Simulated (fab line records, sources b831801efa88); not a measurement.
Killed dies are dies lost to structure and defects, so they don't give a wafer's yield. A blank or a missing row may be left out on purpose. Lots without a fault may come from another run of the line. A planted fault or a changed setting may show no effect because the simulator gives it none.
A struck lot beside a sound one | flow sky130 | 38 steps out of a route of 708
Sound: wafers L908.3, L908.4, L908.6. Struck: wafers L914.2, L914.3, L914.5. The cause comes at the end.
At each step with rows: each side's tool, then ch and its chambers, then its first start. Under that, the readings that differ: sound wafers | struck wafers | difference of the means | sigmas: that difference in standard deviations of wafers without a fault.
alike: readings whose means differ by less than 2 such deviations, and words and numbers that are the same on both sides. not compared: withheld readings, readings that some wafer has no value for, bounds like >300 that may hide the same value, and numbers for which the record gives no deviation and whose values overlap.
The two part at a step that has a row with sigmas, a row that says differs or no value, or rows on one side only. Numbers that don't overlap but have no deviation are shown without sigmas and don't part them. A reading that every wafer of one side lacks parts them only if that side has two wafers or more.

first, 11 steps without rows for these wafers: SKY_FIELD_ISO_COAT_08 (resist thk 450 nm); SKY_FIELD_ISO_SOFTBAKE_09 (time 90 s); SKY_FIELD_ISO_EXPOSE_10 (exposes mask FOM, target cd 150 nm); SKY_FIELD_ISO_PEB_11; SKY_FIELD_ISO_DEVELOP_12 (develop time 60 s); SKY_FIELD_ISO_ETCH_14 (etches BARC in N2/H2, stops on SiO2, time 45.9 s, target depth 60 nm); SKY_FIELD_ISO_ETCH_15 (etches the open film in CHF3/O2, stops on Si, target depth 180 nm, time 72 s); SKY_FIELD_ISO_STRIP_16 (strips in O2/N2); SKY_FIELD_ISO_ETCH_17 (etches Si in HBr/Cl2/O2, target depth 342 nm, time 97.7 s); SKY_FIELD_ISO_WET_ETCH_18 (etches Si3N4 in H3PO4, target depth 25 nm, time 286 s); SKY_FIELD_ISO_CLEAN_19 (cleans in SC1/SC2, time 150 s).
SKY_FIELD_ISO_CLEAN_20: cleans in dHF, time 20 s.
  sound on wet_bench-04 ch 3, day 2 17:25; struck on wet_bench-04 ch 2, day 3 23:44
then, 25 steps without rows for these wafers: SKY_FIELD_ISO_WET_ETCH_21 (etches SiO2 in dHF, target depth 20 nm, time 400 s); SKY_FIELD_ISO_OXIDATION_22 (stabilise 600 s, purge 300 s, target thk 10 nm); SKY_FIELD_ISO_CVD_24 (deposits SiO2, target thk 595 nm, time 99.2 s); SKY_FIELD_ISO_ANNEAL_26 (time 1800 s); SKY_FIELD_ISO_CMP_27 (polishes, stops on Si3N4, t overpolish 16 s, target thk 457.8 nm); SKY_FIELD_ISO_WET_ETCH_28 (etches SiO2 in dHF, target depth 23.7 nm, time 47 s); SKY_FIELD_ISO_WET_ETCH_29 (etches Si3N4 in H3PO4, target depth 160 nm, time 1825 s); SKY_FIELD_ISO_WET_ETCH_30 (etches SiO2 in dHF, target depth 25 nm, time 50 s); SKY_NWELL_CLEAN_00 (cleans in SC1/SC2, time 150 s); SKY_NWELL_OXIDATION_01 (stabilise 600 s, purge 300 s, target thk 10 nm); SKY_DNWELL_DEHYDRATE_00 (time 60 s); SKY_DNWELL_HMDS_01 (prime time 60 s); SKY_DNWELL_COAT_02 (resist thk 3000 nm); SKY_DNWELL_SOFTBAKE_03; SKY_DNWELL_EXPOSE_04 (exposes mask DNM, target cd 3000 nm); SKY_DNWELL_PEB_05; SKY_DNWELL_DEVELOP_06 (develop time 60 s); SKY_DNWELL_IMPLANT_07; SKY_DNWELL_STRIP_08 (strips in O2/N2); SKY_PWDE_DEHYDRATE_00 (time 60 s); SKY_PWDE_HMDS_01 (prime time 60 s); SKY_PWDE_COAT_02 (resist thk 3000 nm); SKY_PWDE_SOFTBAKE_03; SKY_PWDE_EXPOSE_04 (exposes mask PWDEM, target cd 840 nm); SKY_PWDE_PEB_05.
-- the record jumps here: 44 days lie between the struck wafers' starts before and after (it left off in module PWDE and takes up again in module PAD_OPEN, whose first step shown is number 708 of the route) --
SKY_PAD_OPEN_PROBE_99:
  sound on prober-02, day 46 11:46; struck on prober-02, day 48 03:07
  reading             | sound    | struck                                                                     | difference                   | sigmas
  hold                | - - -    | await_dispo/2.4h/release await_dispo/2.4h/release await_dispo/2.4h/release | no value on the sound wafers |
  killed_at_front_end | 16 18 15 | 79 75 70                                                                   | +58                          | +15
  killed_dies         | 86 92 83 | 149 128 126                                                                | +47                          | +5
  alike: killed_at_M0_to_M3, killed_at_M4_up, killed_at_contacts, killed_at_other, killed_open, killed_short

WHERE THEY PART
Only at SKY_PAD_OPEN_PROBE_99, within this record.

WHY: what the simulator had put in
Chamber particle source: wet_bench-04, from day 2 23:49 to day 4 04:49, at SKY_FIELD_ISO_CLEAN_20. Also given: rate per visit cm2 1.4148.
